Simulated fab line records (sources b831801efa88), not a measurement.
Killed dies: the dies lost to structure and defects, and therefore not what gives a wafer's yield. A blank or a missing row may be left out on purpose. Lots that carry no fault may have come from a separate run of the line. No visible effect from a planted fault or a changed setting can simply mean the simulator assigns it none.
Which tool is to blame? + flow sfq-line + 7 lots, 21 wafers sampled, at 2 steps of a route of 325

WHAT THE GAUGES READ, wafer by wafer
SFQ_I0_BOW_MEAS_907.
| lot  | measured     | on            | I0_BOW (um) |
|------|--------------|---------------|-------------|
| L702 | day 13 07:39 | film-metro-01 | 6 -4 6      |
| L705 | day 14 03:23 | film-metro-04 | -4 -3 3     |
| L707 | day 15 03:53 | film-metro-02 | -1 -14 6    |
| L716 | day 18 06:24 | film-metro-04 | 1 -4 -11    |
| L718 | day 18 21:26 | film-metro-01 | 4 -1 13     |
| L720 | day 19 17:54 | film-metro-04 | -10 0 -11   |
| L722 | day 20 18:49 | film-metro-02 | -6 -12 -3   |

EACH LOT AND THE TOOL THAT RAN IT (in order: tool; ch and the chambers of the sampled wafers; start)
| lot  | SFQ_TRILAYER_M0_BARC_OPEN_METAL_ETCH_031 |
|------|------------------------------------------|
| L702 | rie-metal-02 ch 0,1, day 12 22:02        |
| L705 | rie-metal-01 ch 0,1, day 13 16:53        |
| L707 | rie-metal-02 ch 0,1, day 14 23:49        |
| L716 | rie-metal-03 ch 0,1, day 18 02:21        |
| L718 | rie-metal-02 ch 0,1, day 18 16:46        |
| L720 | rie-metal-02 ch 0,1, day 19 13:17        |
| L722 | rie-metal-01 ch 0,1, day 20 14:37        |
- SFQ_TRILAYER_M0_BARC_OPEN_METAL_ETCH_031: etches BARC in O2, target depth 125 nm, time 41.7 s.

THE ANSWER, worked out from the rows above alone
Rule: usual is defined by the lots themselves. The widest of any qualifying gaps counts: lots, ordered by their means at a reading, are off when they make up no more than a third of the lots, leave a main group of 4 or more, and stand apart from it by 3 or more times the standard deviation of that group's means. The tables above print the reading to a certain number of digits; a main group whose means all agree to those digits is not used. A lot without any number at a reading at which 4 lots or more have one is off too. The other lots that the step has rows for count as sound.
None of the lots is off at any reading shown; this tells nothing.

WHAT THE SIMULATOR HAD INSERTED
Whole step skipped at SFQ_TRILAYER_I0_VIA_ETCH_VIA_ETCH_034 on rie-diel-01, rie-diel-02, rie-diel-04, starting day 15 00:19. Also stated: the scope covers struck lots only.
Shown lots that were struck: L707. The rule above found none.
